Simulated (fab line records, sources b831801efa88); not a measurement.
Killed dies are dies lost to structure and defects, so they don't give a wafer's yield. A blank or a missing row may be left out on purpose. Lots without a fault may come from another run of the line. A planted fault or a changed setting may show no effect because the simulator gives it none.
One fault seen from 2 desks | flow gf180mcu | each desk has only its own numbers; what lay behind them comes last

THE TOOL OWNER'S DESK: cmp-02
The tool's own readings at GF_V3_CMP_26 (polishes, stops on SiO2, t overpolish 15 s, target thk 0 nm): means of the sampled wafers that have a number, for each lot that ran on this tool. A lot is out of limits, marked OUT, if its mean lies more than 4 standard deviations from the usual mean; the brackets give that distance.
Columns: A = motor_current_A at GF_V3_CMP_26, usual 11.7 A; B = overpolish_run_s at GF_V3_CMP_26, usual 15.002 s; C = time_to_endpoint_s at GF_V3_CMP_26, usual 83 s
lot  | first seen here | A    | B      | C
L614 | day 24 05:34    | 11.8 | 15.002 | 92
L617 | day 25 09:25    | 12.2 | 15.011 | 85
L619 | day 26 00:19    | 12.3 | 15.009 | 79
This desk's finding: nothing out of limits on any of the 3 lots.

THE METROLOGY DESK
What the gauges read, lot by lot, whatever tool the lot ran on: means of the sampled wafers that have a number. A lot is out of limits, marked OUT, if its mean lies more than 4 standard deviations from the usual mean; the brackets give that distance.
Columns: A = V4_BOW at GF_V4_BOW_MEAS_05, usual 139 um
lot  | first seen here | A
L609 | day 23 12:08    | 148
L610 | day 23 22:14    | 143
L611 | day 24 03:19    | 153
L612 | day 24 14:25    | 129
L614 | day 25 03:13    | 130
L615 | day 25 13:15    | 130
L616 | day 25 21:56    | 153
L617 | day 26 08:49    | 127
L619 | day 26 23:06    | 154
L622 | day 27 19:23    | 120
L628 | day 29 10:20    | 141
L631 | day 30 08:14    | 136
This desk's finding: nothing out of limits on any of the 12 lots.

PUT TOGETHER
The tool owner's desk saw nothing out of limits.
The metrology desk saw nothing out of limits.

WHAT THE SIMULATOR HAD PUT IN
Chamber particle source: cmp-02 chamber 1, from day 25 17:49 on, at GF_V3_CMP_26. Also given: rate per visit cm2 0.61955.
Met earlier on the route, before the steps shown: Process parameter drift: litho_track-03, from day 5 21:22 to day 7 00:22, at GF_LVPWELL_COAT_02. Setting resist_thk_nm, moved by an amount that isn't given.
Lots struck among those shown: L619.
